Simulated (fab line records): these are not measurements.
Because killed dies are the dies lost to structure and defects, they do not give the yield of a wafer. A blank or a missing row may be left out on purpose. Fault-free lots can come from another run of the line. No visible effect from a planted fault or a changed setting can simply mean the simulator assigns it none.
Which tool is to blame? ; flow sky130 ; 7 lots (21 wafers sampled), 1 step of a 708-step route

WHAT THE GAUGES SHOWED, per wafer
SKY_LI_CONTACT_THK_MEAS_01.
lot;measured;on;LI_CONTACT_HDPCVD_THK (nm)
L826;day 28 14:30;film_metro-03;936 932 931
L828;day 29 04:41;film_metro-01;933 921 933
L830;day 30 03:26;film_metro-01;916 937 940
L834;day 31 13:28;film_metro-01;954 940 953
L836;day 31 22:15;film_metro-02;934 941 935
L839;day 33 01:19;film_metro-03;934 925 951
L848;day 35 14:01;film_metro-03;939 946 935

WHAT TOOL EACH LOT RAN ON (gives the tool, then ch and the chambers of the sampled wafers, and finally the start)
No process step before these readings appears in the record.

THE ANSWER, worked out from the rows above alone
Rule: the usual values come from the lots themselves. Put in order of their means at a reading, lots are off if they are a third of the lots or fewer, leave a main group of 4 or more, and stand apart from it by a gap of 3 or more times the standard deviation of the main group's means; of several such gaps the widest counts. The tables above print the reading to a certain number of digits; a main group whose means all agree to those digits is not used. A lot without any number at a reading at which 4 lots or more have one is off too. Any other lot the step has rows for is counted as sound.
No lot is off at any reading shown: from this, nothing can be told.

WHAT THE SIMULATOR HAD INSERTED
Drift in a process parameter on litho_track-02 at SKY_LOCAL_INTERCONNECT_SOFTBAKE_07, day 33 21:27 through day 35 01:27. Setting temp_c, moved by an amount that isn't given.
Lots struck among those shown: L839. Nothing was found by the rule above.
